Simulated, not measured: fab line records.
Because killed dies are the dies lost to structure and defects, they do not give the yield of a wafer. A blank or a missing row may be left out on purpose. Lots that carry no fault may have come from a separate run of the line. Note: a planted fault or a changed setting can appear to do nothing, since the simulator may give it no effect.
Problem report, 8D (eight disciplines) form, completed by code | flow sky130 | the parts of the form that need people (team, actions taken, sign-off) are left out

1. PROBLEM STATEMENT
On 3 wafers of 1 lot, zone-power-centre-pct at SKY_SONOS_ONO_CVD_02 has a mean of 18.27 %; fault-free wafers read 13.91 %, standard deviation 0.17. That is +26 standard deviations from the usual mean.
The step: deposits Si3N4 from DCS/NH3, target thk 10.5 nm, time 180 s.
Seen first at day 15 16:16 on lpcvd-02, wafer L501.1. At this step, 39 wafers from 13 lots have a number in the record. Rule for "out" (also "out of limits"): further than 4 standard deviations from the usual mean. The other wafers with a number count as sound.

2. WHAT THIS IS AND IS NOT
question                    | is                                       | is not
which readings at this step | zone-power-centre-pct, spike-tc-centre-C | -
which lots                  | L501                                     | L488, L490, L491, L492, L493, L496, L497, L498, L499, L500, L508, L511
which wafers of those lots  | all that have a number                   | -
read on which tools         | lpcvd-02                                 | -
when                        | from day 15 16:16                        | up to then (30 sound wafers); but 6 sound wafers of L508, L511 came after

3. SUSPECTS, AND WHAT RULES EACH OUT
Counting: a tool stays on the suspect list if, at a process step up to the reading, it processed all lots that are out and no sound lot following the first of them.
- plasma-asher-04 at SKY_VT_ADJUST_LVTN_STRIP_09 (strips in O2/N2): kept. It ran the lot that is out, L501 (day 10 08:12), and no sound lot after that; its last sound lot up to then is L500 (day 10 02:26).
- lpcvd-02 at SKY_SONOS_ONO_CVD_02 (deposits Si3N4 from DCS/NH3, target thk 10.5 nm, time 180 s): ruled out as a lasting fault. After its first lot that is out, L501 (day 15 16:16), sound lots L508, L511 ran on it.
After counting, what remains is plasma-asher-04 at SKY_VT_ADJUST_LVTN_STRIP_09.

4. THE CAUSE (what the simulator had put in)
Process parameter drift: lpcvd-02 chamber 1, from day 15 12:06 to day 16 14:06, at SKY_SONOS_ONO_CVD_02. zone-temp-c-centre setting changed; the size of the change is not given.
Counting ruled it out, wrongly.

5. SEQUENCE OF EFFECTS, ordered by route
One row per reading whose mean, taken over the struck wafers that have a number, lies over 3 standard deviations from the usual. Scope: only readings with a usual standard deviation given in the record; hours: median across lots of the time from each lot's start at the first step in this table that gives one to its start at this step; sigmas: change in usual standard deviations.
hours | step                 | reading               | usual   | on struck wafers | change | sigmas
0     | SKY_SONOS_ONO_CVD_02 | spike-tc-centre-C     | 771.0 C | 786.3            | +15.3  | +15
0     | SKY_SONOS_ONO_CVD_02 | zone-power-centre-pct | 13.91 % | 18.27            | +4.36  | +26
Its process steps:
- SKY_SONOS_ONO_CVD_02: deposits Si3N4 from DCS/NH3, target thk 10.5 nm, time 180 s.

6. WHAT WOULD HAVE CAUGHT IT SOONER
The fault began at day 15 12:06; the first out-of-limits reading in this record came at day 15 16:16, 4 hours later.
